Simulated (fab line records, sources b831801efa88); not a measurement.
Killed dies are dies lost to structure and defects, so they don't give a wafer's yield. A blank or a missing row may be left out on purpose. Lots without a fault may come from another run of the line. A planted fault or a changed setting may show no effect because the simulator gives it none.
Which tool did it? | flow sky130 | 11 lots, 33 wafers sampled, at 2 steps of a route of 708

WHAT THE GAUGES READ, wafer by wafer
SKY_VIA2_THK_MEAS_23: measures by xrf.
lot  | measured     | on            | VIA2_W_THK (nm)
L869 | day 36 14:12 | film_metro-04 | 433 420 436
L870 | day 36 16:53 | film_metro-02 | 417 421 421
L871 | day 37 04:21 | film_metro-02 | 439 439 425
L874 | day 38 01:08 | film_metro-01 | 426 421 434
L881 | day 40 07:00 | film_metro-04 | 417 433 433
L882 | day 40 10:32 | film_metro-01 | 425 449 427
L887 | day 42 04:08 | film_metro-04 | 441 444 422
L888 | day 42 05:24 | film_metro-01 | 419 417 418
L889 | day 42 12:32 | film_metro-04 | 423 442 423
L890 | day 42 17:06 | film_metro-02 | 424 406 407
L891 | day 43 03:51 | film_metro-04 | 432 433 419

WHICH TOOL RAN EACH LOT (tool, then ch and the chambers of the sampled wafers, then the start)
lot  | SKY_VIA2_ETCH_14
L869 | rie_diel-02 ch 0,1,3, day 36 13:09
L870 | rie_diel-02 ch 0,2,3, day 36 15:47
L871 | rie_diel-02 ch 0,3, day 37 03:18
L874 | rie_diel-04 ch 0,2, day 38 00:05
L881 | rie_diel-01 ch 0,1,3, day 40 05:59
L882 | rie_diel-01 ch 0,1,3, day 40 09:30
L887 | rie_diel-04 ch 0,3, day 42 03:05
L888 | rie_diel-01 ch 0,2, day 42 04:23
L889 | rie_diel-01 ch 0,1,2, day 42 11:30
L890 | rie_diel-02 ch 0,1,2, day 42 16:05
L891 | rie_diel-04 ch 1,2,3, day 43 02:50
- SKY_VIA2_ETCH_14: etches BARC in N2/H2, stops on SiO2, time 45.9 s, target depth 60 nm.

WHAT THE TOOLS THEMSELVES READ (means of the sampled wafers that have a number; where no wafer has one, the mark that the record gives instead)
SKY_VIA2_ETCH_14.
lot  | tool        | drypump_motor_current_A (A) | oes_product_au (a.u.) | throttle_valve_pct (%)
L869 | rie_diel-02 | 6.0                         | 0.857                 | 13.220
L870 | rie_diel-02 | 5.8                         | 0.858                 | 13.222
L871 | rie_diel-02 | 6.0                         | 0.856                 | 13.225
L874 | rie_diel-04 | 6.1                         | 0.860                 | 13.225
L881 | rie_diel-01 | 5.8                         | 0.855                 | 13.228
L882 | rie_diel-01 | 5.9                         | 0.853                 | 13.226
L887 | rie_diel-04 | 6.2                         | 0.857                 | 13.223
L888 | rie_diel-01 | 6.4                         | 0.857                 | 13.227
L889 | rie_diel-01 | 6.1                         | 0.854                 | 13.227
L890 | rie_diel-02 | 5.8                         | 0.852                 | 13.221
L891 | rie_diel-04 | 5.7                         | 0.855                 | 13.225

THE ANSWER, worked out from the rows above alone
Rule: what is usual is taken from the lots themselves. Put in order of their means at a reading, lots are off if they are a third of the lots or fewer, leave a main group of 4 or more, and stand apart from it by a gap of 3 or more times the standard deviation of the main group's means; of several such gaps the widest counts. A main group whose means are all the same, to the digits that the tables above print for the reading, isn't used. A lot without any number at a reading at which 4 lots or more have one is off too. The other lots that the step has rows for count as sound. The gauges are gone through in route order, then the tools' own readings, and for those a lot's mean is taken as printed above. The first step at which some lot is off is used, and at that step the reading that is off furthest; a lot without a number counts as furthest.
No lot is off at any reading shown: from this, nothing can be told.

WHAT THE SIMULATOR HAD PUT IN
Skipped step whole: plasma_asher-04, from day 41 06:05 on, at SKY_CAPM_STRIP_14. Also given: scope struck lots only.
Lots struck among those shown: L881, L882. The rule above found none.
